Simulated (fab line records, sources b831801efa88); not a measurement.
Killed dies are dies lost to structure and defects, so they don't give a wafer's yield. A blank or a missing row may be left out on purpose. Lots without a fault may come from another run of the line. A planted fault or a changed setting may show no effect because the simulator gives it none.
Problem report in the 8D (eight disciplines) form, filled by code | flow gf180mcu | the parts of the form that need people (team, actions taken, sign-off) are left out

1. THE PROBLEM
V2_CVD_02_THK at GF_V2_THK_MEAS_03 reads a mean of 694 nm on 6 wafers of 2 lots; wafers without a fault read 851 nm with a standard deviation of 11. That is -14 standard deviations from the usual mean.
First seen on wafer L957.1, day 24 15:55, on film_metro-01. The record holds 36 wafers of 12 lots with a number at this step. Rule for "out", or "out of limits": more than 4 standard deviations from the usual mean. The other wafers with a number count as sound.

2. WHAT IT IS AND WHAT IT IS NOT
question                    | is                           | is not
which readings at this step | V2_CVD_02_THK                | -
which lots                  | L957, L959                   | L943, L944, L946, L947, L949, L953, L960, L964, L965, L966
which wafers of those lots  | all that have a number       | -
read on which gauges        | film_metro-01, film_metro-02 | film_metro-03
when                        | from day 24 15:55            | up to then (18 sound wafers); but 12 sound wafers of L960, L964, L965, L966 came after

3. SUSPECTS, AND WHAT RULES EACH OUT
Counting: a tool at a process step up to the reading stays a suspect if it ran every lot that is out and no sound lot after the first of them.
- the gauge at GF_V2_THK_MEAS_03: ruled out. The wafers that are out were read on 2 gauges (film_metro-01, film_metro-02).
- pecvd-01 at GF_V2_CVD_02 (deposits SiO2 from TEOS, target thk 850 nm, time 94.851 s): kept. It ran every lot that is out, first L957 (day 24 15:50), and no sound lot after that; its last sound lot up to then is L943 (day 19 12:18).
Left after counting: pecvd-01 at GF_V2_CVD_02.

4. THE CAUSE (what the simulator had put in)
Process parameter drift: pecvd-01, from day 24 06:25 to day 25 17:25, at GF_V2_CVD_02. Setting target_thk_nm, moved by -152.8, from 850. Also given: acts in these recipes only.
Counting left only this tool.

5. THE CHAIN OF EFFECTS, in route order
Each row: a reading whose mean over the struck wafers that have a number lies more than 3 standard deviations from the usual. Only readings for which the record gives a usual standard deviation are gone through. hours: the time from each lot's start at the first step in this table that gives one to its start at this step, as a median over the lots. sigmas: the change in usual standard deviations.
hours | step              | reading            | usual  | on struck wafers | change | sigmas
0     | GF_V2_THK_MEAS_03 | V2_CVD_02_THK      | 851 nm | 694              | -157   | -14
0     | GF_V2_CMP_04      | time_to_endpoint_s | 80 s   | 23               | -57    | -12
The process steps in it:
- GF_V2_CMP_04: polishes SiO2.

6. WHAT WOULD HAVE CAUGHT IT SOONER
In this record the first reading out of limits at a measuring or inspecting step was taken at day 24 15:55, 10 hours after the fault began at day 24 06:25.
Of the tool readings at GF_V2_CVD_02 for which the record gives a usual standard deviation, none was out on any struck wafer, so an alarm limit of 4 standard deviations on them would not have fired.
Of the lots that are out (2), L959 began GF_V2_CVD_02 on pecvd-01 after day 24 15:55. A hold on the tool at that time would have spared it.
